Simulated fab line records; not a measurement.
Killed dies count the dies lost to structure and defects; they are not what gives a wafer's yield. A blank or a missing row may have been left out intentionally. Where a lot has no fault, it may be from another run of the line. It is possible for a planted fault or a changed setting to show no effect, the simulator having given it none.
fab line records    flow sky130
record lots=13  wafers=39  lastDay=50
route steps=708 shown VT_ADJUST_HVTR@138 SONOS_ONO@182 GATE_OXIDE@200 POLY_GATE@236 PAD_OPEN@708
lots that met no fault: taken from a fault-free run of the same line
startH: hours from the record's opening day to when the first of the lot's shown wafers began    waitH: hours elapsed since this lot's preceding step    " identical to the entry in the row above    L1.1+2: a single row standing in for several wafers    - value missing, or start not given    * or withheld: withheld    < > ~ a bound
route shown NAME@n: NAME is a module with steps in the file, n the number in the route of the first one    usual: mean and standard deviation over wafers with no fault    same: alike in all rows    chamber/n: place in a boat    sites: per-site readings    _std_site: the values' standard deviation    _edge_site: inner sites' mean taken away from outer sites' mean    radiusMm: how far each site lies from the wafer's centre    mask NAME#n: copy n    behind: tool/chamber where the wafer was last shaped    hold: the reason the lot was held/the length of the hold in hours/how it ended    device: the n, p or np transistor that did not switch    end of line: tests of these same wafers at the route's end    where a step has no rows: the recipe by itself    killed: the dies lost at the first sort to structure and to defects; this is not the yield of the wafer    map: a wafer's dies, x killed, . not, _ none there
set.NAME: setting as actually run; set.NAME@STEP: the setting as run at that earlier step    model.NAME: the simulator's own value behind a step, which no gauge read
steps of the route over a sample of lots; a table a step, a row a wafer
services: the hour from which a tool's chamber was out of use, counted from the record's first day as startH (under 0 if before that day), plus the number of hours and why
## steps
# step SKY_VT_ADJUST_HVTR_CD_MEAS_07
# recipe targetCdNm=380
# usual cdNm=380.1/2.8
lot.wafer  tool      chamber  startH  waitH  cdNm
L224.1     cdSem-01  -        218.12  0.1    376.5
L224.2     "         -        "       "      374.5
L224.3     "         -        "       "      375.0
L225.2     cdSem-01  -        222.19  0.1    376.7
L225.3     "         -        "       "      380.8
L225.4     "         -        "       "      379.0
L228.2     cdSem-02  -        241.09  0.1    378.0
L228.3     "         -        "       "      378.6
L228.5     "         -        "       "      379.4
L229.2     cdSem-01  -        247.94  0.1    379.5
L229.4     "         -        "       "      380.9
L229.5     "         -        "       "      379.9
L230.1     cdSem-02  -        253.77  0.1    378.6
L230.2     "         -        "       "      379.6
L230.6     "         -        "       "      381.3
L232.1     cdSem-02  -        269.72  0.1    381.2
L232.4     "         -        "       "      383.5
L232.6     "         -        "       "      381.7
L233.1     cdSem-01  -        285.86  0.1    375.8
L233.2     "         -        "       "      375.3
L233.6     "         -        "       "      376.0
L234.1     cdSem-02  -        286.16  0.1    380.4
L234.5     "         -        "       "      382.3
L234.6     "         -        "       "      383.4
L235.1     cdSem-02  -        295.72  0.1    381.8
L235.4     "         -        "       "      381.3
L235.5     "         -        "       "      384.7
L236.3     cdSem-01  -        302.81  0.1    380.8
L236.4     "         -        "       "      378.8
L236.6     "         -        "       "      382.5
L238.1     cdSem-02  -        313.72  0.1    381.2
L238.2     "         -        "       "      381.1
L238.5     "         -        "       "      380.8
L239.1     cdSem-02  -        318.12  0.1    379.3
L239.2     "         -        "       "      382.4
L239.5     "         -        "       "      378.8
L244.3     cdSem-01  -        356.11  0.1    382.1
L244.5     "         -        "       "      384.3
L244.6     "         -        "       "      383.4
# step SKY_SONOS_ONO_OVL_MEAS_14
# usual SONOS_ONO_OVL=0.0/1.4
lot.wafer  tool        chamber  startH  waitH  SONOS_ONO_OVL[nm]
L224.1     overlay-02  -        295.19  0.1    -0.3
L224.2     "           -        "       "      -0.4
L224.3     "           -        "       "      -1.4
L225.2     overlay-02  -        300.06  0.1    0.7
L225.3     "           -        "       "      -0.4
L225.4     "           -        "       "      -0.1
L228.2     overlay-01  -        320.30  0.1    -0.2
L228.3     "           -        "       "      -0.4
L228.5     "           -        "       "      -0.4
L229.2     overlay-02  -        328.85  0.1    -2.6
L229.4     "           -        "       "      -0.7
L229.5     "           -        "       "      -1.9
L230.1     overlay-02  -        332.34  0.1    1.1
L230.2     "           -        "       "      0.9
L230.6     "           -        "       "      0.6
L232.1     overlay-02  -        349.83  0.1    0.6
L232.4     "           -        "       "      -0.6
L232.6     "           -        "       "      -0.7
L233.1     overlay-01  -        372.65  0.1    1.3
L233.2     "           -        "       "      1.5
L233.6     "           -        "       "      1.9
L234.1     overlay-02  -        372.95  0.1    -0.3
L234.5     "           -        "       "      -3.5
L234.6     "           -        "       "      -1.6
L235.1     overlay-02  -        390.15  0.1    -0.2
L235.4     "           -        "       "      -1.1
L235.5     "           -        "       "      -2.7
L236.3     overlay-01  -        390.46  0.1    2.7
L236.4     "           -        "       "      1.1
L236.6     "           -        "       "      1.9
L238.1     overlay-02  -        405.24  0.1    -1.7
L238.2     "           -        "       "      0.5
L238.5     "           -        "       "      0.4
L239.1     overlay-02  -        407.34  0.1    2.1
L239.2     "           -        "       "      2.9
L239.5     "           -        "       "      0.5
L244.3     overlay-01  -        455.84  0.1    1.5
L244.5     "           -        "       "      0.0
L244.6     "           -        "       "      0.9
# step SKY_GATE_OXIDE_STRIP_13
# recipe chemistry=O2/N2  powerW=1400  pressureMtorr=1500  platenTempC=withheld  o2FlowSccm=3000  n2FlowSccm=300  overashFraction=0.5
# usual drypumpMotorCurrentA=5.74/0.25  oesProductAu=0.716/0.004  stripTimeToEndpointS=14.16/0.039
lot.wafer  tool            chamber  startH  waitH  drypumpMotorCurrentA  oesProductAu  rfHoursCounterH  stripTimeToEndpointS
L224.1     plasmaAsher-04  1        323.71  0.0    5.99                  0.723         65               14.16
L224.2     "               0        "       "      5.58                  0.715         65               14.13
L224.3     "               1        "       "      5.99                  0.713         -                14.17
L225.2     plasmaAsher-03  1        327.86  0.0    5.29                  0.719         18               14.12
L225.3     "               1        "       "      5.29                  0.719         -                14.12
L225.4     "               0        "       "      6.07                  0.718         -                14.10
L228.2     plasmaAsher-03  1        348.66  0.0    5.26                  0.720         20               14.16
L228.3     "               1        "       "      5.28                  0.718         -                14.15
L228.5     "               0        "       "      6.01                  0.712         -                14.17
L229.2     plasmaAsher-04  0        360.82  0.0    5.58                  0.712         69               14.16
L229.4     "               0        "       "      5.59                  0.715         -                14.15
L229.5     "               0        "       "      5.60                  0.716         -                14.17
L230.1     plasmaAsher-01  0        361.07  0.0    5.85                  0.712         65               14.14
L230.2     "               1        "       "      5.70                  0.715         65               14.19
L230.6     "               1        "       "      5.70                  0.714         -                14.15
L232.1     plasmaAsher-01  0        380.75  0.0    5.85                  0.717         68               14.17
L232.4     "               0        "       "      5.84                  0.722         -                14.21
L232.6     "               0        "       "      5.82                  0.717         -                14.15
L233.1     plasmaAsher-01  0        406.56  0.0    5.88                  0.715         70               14.22
L233.2     "               1        "       "      5.69                  0.718         70               14.23
L233.6     "               1        "       "      5.70                  0.714         -                14.26
L234.1     plasmaAsher-01  1        407.16  0.0    5.68                  0.714         70               14.09
L234.5     "               0        "       "      5.84                  0.714         -                14.11
L234.6     "               1        "       "      5.69                  0.713         -                14.09
L235.1     plasmaAsher-03  1        423.87  0.0    5.29                  0.711         28               14.21
L235.4     "               0        "       "      6.06                  0.719         -                14.26
L235.5     "               0        "       "      6.01                  0.716         -                14.23
L236.3     plasmaAsher-04  0        424.03  0.0    5.59                  0.711         -                14.20
L236.4     "               1        "       "      6.01                  0.713         -                14.17
L236.6     "               1        "       "      5.99                  0.721         -                14.17
L238.1     plasmaAsher-01  1        443.80  0.0    5.68                  0.714         1                14.20
L238.2     "               0        "       "      5.85                  0.713         1                14.15
L238.5     "               0        "       "      5.86                  0.710         -                14.18
L239.1     plasmaAsher-03  1        444.41  0.0    5.28                  0.724         29               14.16
L239.2     "               0        "       "      6.06                  0.725         29               14.13
L239.5     "               1        "       "      5.27                  0.711         -                14.19
L244.3     plasmaAsher-01  0        488.29  0.0    5.85                  0.892         -                -
L244.5     "               1        "       "      5.70                  0.903         -                -
L244.6     "               0        "       "      5.87                  0.886         -                -
# step SKY_POLY_GATE_CD_MEAS_22
# usual cdNm=150.4/2.7
lot.wafer  tool      chamber  startH  waitH  cdNm
L224.1     cdSem-02  -        408.96  0.1    152.0
L224.2     "         -        "       "      147.6
L224.3     "         -        "       "      151.8
L225.2     cdSem-01  -        408.99  0.1    149.4
L225.3     "         -        "       "      151.6
L225.4     "         -        "       "      149.8
L228.2     cdSem-01  -        417.57  0.2    155.2
L228.3     "         -        "       "      149.6
L228.5     "         -        "       "      152.1
L230.1     cdSem-02  -        431.18  0.1    152.1
L230.2     "         -        "       "      151.8
L230.6     "         -        "       "      152.7
L229.2     cdSem-02  -        431.38  0.2    150.3
L229.4     "         -        "       "      147.5
L229.5     "         -        "       "      146.9
L232.1     cdSem-01  -        450.19  0.1    152.2
L232.4     "         -        "       "      152.4
L232.6     "         -        "       "      150.2
L234.1     cdSem-01  -        483.22  0.1    146.1
L234.5     "         -        "       "      145.6
L234.6     "         -        "       "      143.9
L233.1     cdSem-02  -        487.41  0.1    149.5
L233.2     "         -        "       "      150.3
L233.6     "         -        "       "      154.2
L235.1     cdSem-01  -        494.72  0.1    147.8
L235.4     "         -        "       "      144.6
L235.5     "         -        "       "      149.8
L236.3     cdSem-02  -        494.78  0.1    150.7
L236.4     "         -        "       "      153.5
L236.6     "         -        "       "      149.6
L238.1     cdSem-02  -        511.37  0.1    150.1
L238.2     "         -        "       "      153.6
L238.5     "         -        "       "      148.4
L239.1     cdSem-02  -        513.02  0.1    149.8
L239.2     "         -        "       "      147.4
L239.5     "         -        "       "      149.9
# step SKY_PAD_OPEN_PROBE_99
# usual killed_at_M0_to_M3=42/6.6  killed_at_M4_up=3.0/1.7  killedAtContacts=24/5.3  killedAtFrontEnd=15/4.5  killedAtOther=0.2/0.49  killedDies=83/9  killedOnRim=16/4  killedOpen=45/6.9  killedShort=38/5.8
# same grossDies=492  killedAtBackSide=0
lot.wafer  tool       chamber  startH   waitH  killed_at_M0_to_M3  killed_at_M4_up  killedAtContacts  killedAtFrontEnd  killedAtOther  killedDies  killedOnRim  killedOpen  killedShort
L224.1     prober-01  -        1113.26  0.1    36                  7                21                11                0              75          15           28          47
L224.2     prober-01  -        1113.31  0.1    47                  3                25                21                0              96          27           47          49
L224.3     prober-01  -        1113.36  0.2    42                  6                23                13                0              84          15           39          45
L229.2     prober-02  -        1116.33  0.1    50                  3                14                12                0              79          12           39          40
L229.4     prober-02  -        1116.43  0.2    44                  3                25                16                0              88          17           42          46
L229.5     prober-02  -        1116.48  0.2    34                  2                15                14                0              65          12           32          33
L230.1     prober-01  -        1117.76  0.1    41                  4                33                13                0              91          22           52          39
L230.2     prober-01  -        1117.81  0.1    32                  1                28                16                0              77          18           35          42
L230.6     prober-01  -        1118.01  0.2    39                  1                27                13                0              80          7            50          30
L232.1     prober-02  -        1130.22  0.1    42                  0                28                16                2              88          18           48          40
L232.4     prober-02  -        1130.37  0.2    53                  2                24                13                0              92          14           56          36
L232.6     prober-02  -        1130.47  0.2    39                  5                11                14                0              69          10           41          28
L234.1     prober-02  -        1151.61  0.1    40                  1                26                22                1              90          16           47          42
L234.5     prober-02  -        1151.81  0.2    35                  5                28                17                0              85          20           48          37
L234.6     prober-02  -        1151.86  0.2    47                  2                17                19                1              86          17           42          43
L233.1     prober-01  -        1152.90  0.1    37                  0                25                17                0              79          18           37          41
L233.2     prober-01  -        1152.95  0.1    42                  0                29                19                0              90          20           57          33
L233.6     prober-01  -        1153.15  0.2    39                  2                22                13                0              76          12           37          39
L236.3     prober-02  -        1156.60  0.2    49                  5                17                16                1              88          18           40          48
L236.4     prober-02  -        1156.65  0.2    44                  2                19                16                2              83          14           49          33
L236.6     prober-02  -        1156.75  0.2    48                  2                20                16                0              86          14           44          42
L235.1     prober-01  -        1156.88  0.1    47                  5                28                22                0              102         15           52          49
L235.4     prober-01  -        1157.03  0.2    35                  5                24                9                 0              73          15           36          37
L235.5     prober-01  -        1157.08  0.2    43                  4                28                21                0              96          21           57          39
L238.1     prober-02  -        1168.09  0.1    54                  5                20                10                0              89          11           47          40
L238.2     prober-02  -        1168.14  0.1    43                  4                26                16                1              90          13           47          41
L238.5     prober-02  -        1168.29  0.2    57                  5                18                14                0              94          21           46          48
L239.1     prober-01  -        1168.44  0.1    47                  2                31                12                0              92          15           48          44
L239.2     prober-01  -        1168.49  0.1    41                  3                32                9                 2              87          14           41          44
L239.5     prober-01  -        1168.64  0.2    49                  2                38                15                0              104         20           51          53
L244.3     prober-01  -        1194.23  0.2    51                  2                17                422               0              492         96           42          36
L244.5     prober-01  -        1194.33  0.2    38                  5                26                423               0              492         96           38          43
L244.6     prober-01  -        1194.38  0.2    46                  3                22                421               0              492         96           42          34
# killed by level:class
L224.1 VIA1:geometricParticle:short=9 METAL4:geometricParticle:short=7 LOCAL_INTERCONNECT:geometricParticle:short=6 VIA2:geometricParticle:open=6 POLY_GATE:geometricParticle:short=5 CONTACT:geometricParticle:open=5 LI_CONTACT:geometricParticle:open=4 METAL1:geometricParticle:short=4
L224.2 CONTACT:geometricParticle:open=10 VIA1:geometricParticle:open=10 FIELD_ISO:geometricParticle:short=8 CONTACT:geometricParticle:short=8 METAL1:geometricParticle:short=8 FIELD_ISO:geometricParticle:open=6 METAL2:geometricParticle:short=6 LOCAL_INTERCONNECT:geometricParticle:short=5
L224.3 VIA1:geometricParticle:open=10 CONTACT:geometricParticle:open=9 METAL1:geometricParticle:short=7 LOCAL_INTERCONNECT:geometricParticle:short=7 VIA2:geometricParticle:open=6 VIA2:geometricParticle:short=5 METAL4:geometricParticle:short=5 LI_CONTACT:geometricParticle:open=4
L229.2 METAL1:geometricParticle:short=9 VIA3:geometricParticle:open=8 VIA1:geometricParticle:open=8 CONTACT:geometricParticle:open=7 FIELD_ISO:geometricParticle:short=5 METAL2:geometricParticle:short=5 VIA2:geometricParticle:open=5 VIA1:geometricParticle:short=4
L229.4 LI_CONTACT:geometricParticle:open=11 VIA1:geometricParticle:open=9 METAL1:geometricParticle:short=7 VIA3:geometricParticle:open=6 FIELD_ISO:geometricParticle:short=5 CONTACT:geometricParticle:short=5 METAL2:geometricParticle:short=4 CONTACT:geometricParticle:open=4
L229.5 VIA3:geometricParticle:open=7 CONTACT:geometricParticle:open=6 VIA2:geometricParticle:short=5 FIELD_ISO:geometricParticle:short=4 VIA2:geometricParticle:open=4 VIA1:geometricParticle:open=4 METAL2:geometricParticle:short=4 METAL3:geometricParticle:short=4
L230.1 CONTACT:geometricParticle:open=12 VIA1:geometricParticle:open=10 CONTACT:geometricParticle:short=9 LI_CONTACT:geometricParticle:open=7 METAL1:geometricParticle:short=7 METAL2:geometricParticle:short=6 VIA2:geometricParticle:open=5 FIELD_ISO:geometricParticle:open=4
L230.2 CONTACT:geometricParticle:open=10 VIA1:geometricParticle:open=9 FIELD_ISO:geometricParticle:short=7 CONTACT:geometricParticle:short=7 LI_CONTACT:geometricParticle:open=5 METAL1:geometricParticle:short=5 METAL2:geometricParticle:short=5 POLY_GATE:geometricParticle:short=4
L230.6 CONTACT:geometricParticle:open=16 VIA1:geometricParticle:open=9 METAL2:geometricParticle:short=7 VIA3:geometricParticle:open=5 POLY_GATE:geometricParticle:open=4 LI_CONTACT:geometricParticle:open=4 VIA1:geometricParticle:short=4 VIA2:geometricParticle:open=4
L232.1 CONTACT:geometricParticle:open=13 METAL2:geometricParticle:short=8 VIA3:geometricParticle:open=7 LI_CONTACT:geometricParticle:open=6 VIA1:geometricParticle:open=6 LOCAL_INTERCONNECT:geometricParticle:short=5 VIA2:geometricParticle:open=5 METAL3:geometricParticle:short=5
L232.4 CONTACT:geometricParticle:open=11 VIA1:geometricParticle:open=10 METAL2:geometricParticle:short=10 LI_CONTACT:geometricParticle:open=9 VIA3:geometricParticle:open=9 METAL1:geometricParticle:short=7 POLY_GATE:geometricParticle:open=6 POLY_GATE:geometricParticle:short=3
L232.6 VIA3:geometricParticle:open=9 VIA1:geometricParticle:open=7 METAL2:geometricParticle:short=7 FIELD_ISO:geometricParticle:open=5 POLY_GATE:geometricParticle:open=4 METAL1:geometricParticle:short=4 LI_CONTACT:geometricParticle:open=4 CONTACT:geometricParticle:open=4
L234.1 CONTACT:geometricParticle:open=14 VIA1:geometricParticle:open=13 POLY_GATE:geometricParticle:short=6 CONTACT:geometricParticle:short=6 POLY_GATE:geometricParticle:open=5 METAL2:geometricParticle:short=5 VIA1:geometricParticle:short=5 FIELD_ISO:geometricParticle:short=4
L234.5 CONTACT:geometricParticle:open=14 LI_CONTACT:geometricParticle:open=8 VIA2:geometricParticle:open=8 POLY_GATE:geometricParticle:open=7 VIA1:geometricParticle:short=6 FIELD_ISO:geometricParticle:open=5 METAL1:geometricParticle:short=5 METAL2:geometricParticle:short=5
L234.6 VIA1:geometricParticle:open=9 CONTACT:geometricParticle:open=8 VIA3:geometricParticle:open=8 METAL2:geometricParticle:short=6 FIELD_ISO:geometricParticle:short=5 VIA1:geometricParticle:short=5 POLY_GATE:geometricParticle:short=4 METAL1:geometricParticle:short=4
L233.1 VIA1:geometricParticle:open=11 CONTACT:geometricParticle:open=8 CONTACT:geometricParticle:short=6 VIA1:geometricParticle:short=6 LI_CONTACT:geometricParticle:short=5 VIA3:geometricParticle:open=5 POLY_GATE:geometricParticle:short=4 METAL1:geometricParticle:short=4
L233.2 CONTACT:geometricParticle:open=15 VIA1:geometricParticle:open=13 VIA3:geometricParticle:open=7 CONTACT:geometricParticle:short=6 SPACER:geometricParticle:short=5 FIELD_ISO:geometricParticle:open=4 SPACER:geometricParticle:open=4 LI_CONTACT:geometricParticle:open=4
L233.6 VIA1:geometricParticle:open=8 METAL2:geometricParticle:short=6 CONTACT:geometricParticle:short=6 LI_CONTACT:geometricParticle:open=5 CONTACT:geometricParticle:open=5 VIA2:geometricParticle:short=5 METAL3:geometricParticle:short=5 VIA3:geometricParticle:open=5
L236.3 VIA1:geometricParticle:open=13 CONTACT:geometricParticle:open=7 VIA2:geometricParticle:short=6 FIELD_ISO:geometricParticle:short=5 VIA1:geometricParticle:short=5 METAL2:geometricParticle:short=5 VIA2:geometricParticle:open=5 POLY_GATE:geometricParticle:short=4
L236.4 VIA1:geometricParticle:open=15 VIA2:geometricParticle:open=9 CONTACT:geometricParticle:open=8 VIA1:geometricParticle:short=6 METAL2:geometricParticle:short=5 FIELD_ISO:geometricParticle:short=4 LOCAL_INTERCONNECT:geometricParticle:short=4 FIELD_ISO:geometricParticle:open=3
L236.6 VIA3:geometricParticle:open=8 VIA1:geometricParticle:open=7 CONTACT:geometricParticle:short=6 POLY_GATE:geometricParticle:open=6 METAL1:geometricParticle:short=6 LI_CONTACT:geometricParticle:open=5 CONTACT:geometricParticle:open=5 VIA1:geometricParticle:short=5
L235.1 VIA1:geometricParticle:open=13 CONTACT:geometricParticle:open=11 VIA1:geometricParticle:short=8 POLY_GATE:geometricParticle:open=7 VIA3:geometricParticle:open=7 POLY_GATE:geometricParticle:short=6 FIELD_ISO:geometricParticle:short=5 METAL1:geometricParticle:short=5
L235.4 CONTACT:geometricParticle:open=9 VIA1:geometricParticle:open=7 LI_CONTACT:geometricParticle:open=6 CONTACT:geometricParticle:short=5 VIA1:geometricParticle:short=5 VIA3:geometricParticle:open=5 METAL4:geometricParticle:short=5 METAL1:geometricParticle:short=4
L235.5 VIA1:geometricParticle:open=16 CONTACT:geometricParticle:open=13 METAL2:geometricParticle:short=8 LI_CONTACT:geometricParticle:open=8 FIELD_ISO:geometricParticle:short=7 POLY_GATE:geometricParticle:open=6 POLY_GATE:geometricParticle:short=5 VIA1:geometricParticle:short=4
L238.1 METAL2:geometricParticle:short=12 VIA1:geometricParticle:open=10 CONTACT:geometricParticle:open=8 VIA2:geometricParticle:open=6 LI_CONTACT:geometricParticle:open=5 METAL1:geometricParticle:short=5 VIA3:geometricParticle:open=5 POLY_GATE:geometricParticle:open=4
L238.2 VIA1:geometricParticle:open=12 LI_CONTACT:geometricParticle:open=9 CONTACT:geometricParticle:open=9 METAL2:geometricParticle:short=7 POLY_GATE:geometricParticle:short=5 VIA2:geometricParticle:open=5 LOCAL_INTERCONNECT:geometricParticle:short=4 METAL1:geometricParticle:short=4
L238.5 VIA1:geometricParticle:open=12 VIA1:geometricParticle:short=9 VIA3:geometricParticle:open=8 METAL1:geometricParticle:short=6 VIA2:geometricParticle:open=6 FIELD_ISO:geometricParticle:short=5 CONTACT:geometricParticle:open=5 METAL3:geometricParticle:short=5
L239.1 VIA1:geometricParticle:open=13 CONTACT:geometricParticle:short=9 CONTACT:geometricParticle:open=8 METAL2:geometricParticle:short=8 VIA3:geometricParticle:open=8 VIA2:geometricParticle:open=6 LI_CONTACT:geometricParticle:open=5 METAL1:geometricParticle:short=5
L239.2 VIA1:geometricParticle:open=11 CONTACT:geometricParticle:open=9 VIA1:geometricParticle:short=9 LI_CONTACT:geometricParticle:short=7 METAL2:geometricParticle:short=7 CONTACT:geometricParticle:short=7 LI_CONTACT:geometricParticle:open=6 FIELD_ISO:geometricParticle:short=3
L239.5 CONTACT:geometricParticle:open=18 METAL2:geometricParticle:short=8 METAL1:geometricParticle:short=7 VIA1:geometricParticle:short=7 LOCAL_INTERCONNECT:geometricParticle:short=6 CONTACT:geometricParticle:short=6 FIELD_ISO:geometricParticle:short=5 POLY_GATE:geometricParticle:open=5
L244.3 GATE_OXIDE:areaOxidation=414 VIA1:geometricParticle:open=12 VIA3:geometricParticle:open=10 CONTACT:geometricParticle:open=6 VIA1:geometricParticle:short=6 VIA2:geometricParticle:open=5 METAL1:geometricParticle:short=5 METAL2:geometricParticle:short=5
L244.5 GATE_OXIDE:areaOxidation=411 VIA1:geometricParticle:open=7 CONTACT:geometricParticle:open=6 METAL1:geometricParticle:short=6 LI_CONTACT:geometricParticle:short=5 VIA3:geometricParticle:open=5 LOCAL_INTERCONNECT:geometricParticle:short=5 CONTACT:geometricParticle:short=5
L244.6 GATE_OXIDE:areaOxidation=416 VIA1:geometricParticle:open=13 CONTACT:geometricParticle:open=10 VIA3:geometricParticle:open=8 METAL2:geometricParticle:short=7 LOCAL_INTERCONNECT:geometricParticle:short=5 METAL1:geometricParticle:short=5 CONTACT:geometricParticle:short=4
## services
tool            chamber  startH  hours  kind
plasmaAsher-04  -        371.99  1.5    repair
plasmaAsher-01  -        421.25  9.0    pm
plasmaAsher-01  0        421.25  9.0    ventCycle
plasmaAsher-01  1        421.25  9.0    ventCycle
plasmaAsher-04  -        421.81  2.0    repair
plasmaAsher-01  0        430.25  -      clean
plasmaAsher-01  1        430.25  -      clean
## key
firstSign step=SKY_GATE_OXIDE_STRIP_13  reading=oesProductAu  direction=up  sigmas=44  usual=0.716  struck=0.894
effect step=SKY_PAD_OPEN_PROBE_99  reading=killedAtFrontEnd  direction=up  sigmas=90  usual=15  struck=422
moreKillsBornAt SKY_GATE_OXIDE_OXIDATION_16@furnace-02=1241
metAt SKY_GATE_OXIDE_STRIP_13
struckLots L244
laterRowsLeftOut L244.3,L244.5,L244.6
testerLeftOut L244
notActingAt SKY_VT_ADJUST_HVTR_CD_MEAS_07,SKY_SONOS_ONO_OVL_MEAS_14,SKY_POLY_GATE_CD_MEAS_22
onsetBetween 443.80 488.29
fault kind=stripAborted  tool=plasmaAsher-01  chamber=-  onsetH=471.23  steps=SKY_GATE_OXIDE_STRIP_13  offset=0.90543  endH=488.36
# testerLeftOut: of these lots the tester's yield and bins aren't shown, on N5 and GAA mostly nor the transistor test; their killed dies are dies lost to structure and defects alone, not to doping, threshold or leakage, so they don't give the yield
# laterRowsLeftOut: the simulator's readings of these wafers behind a module that went badly wrong aren't trusted and aren't shown, but for the sort
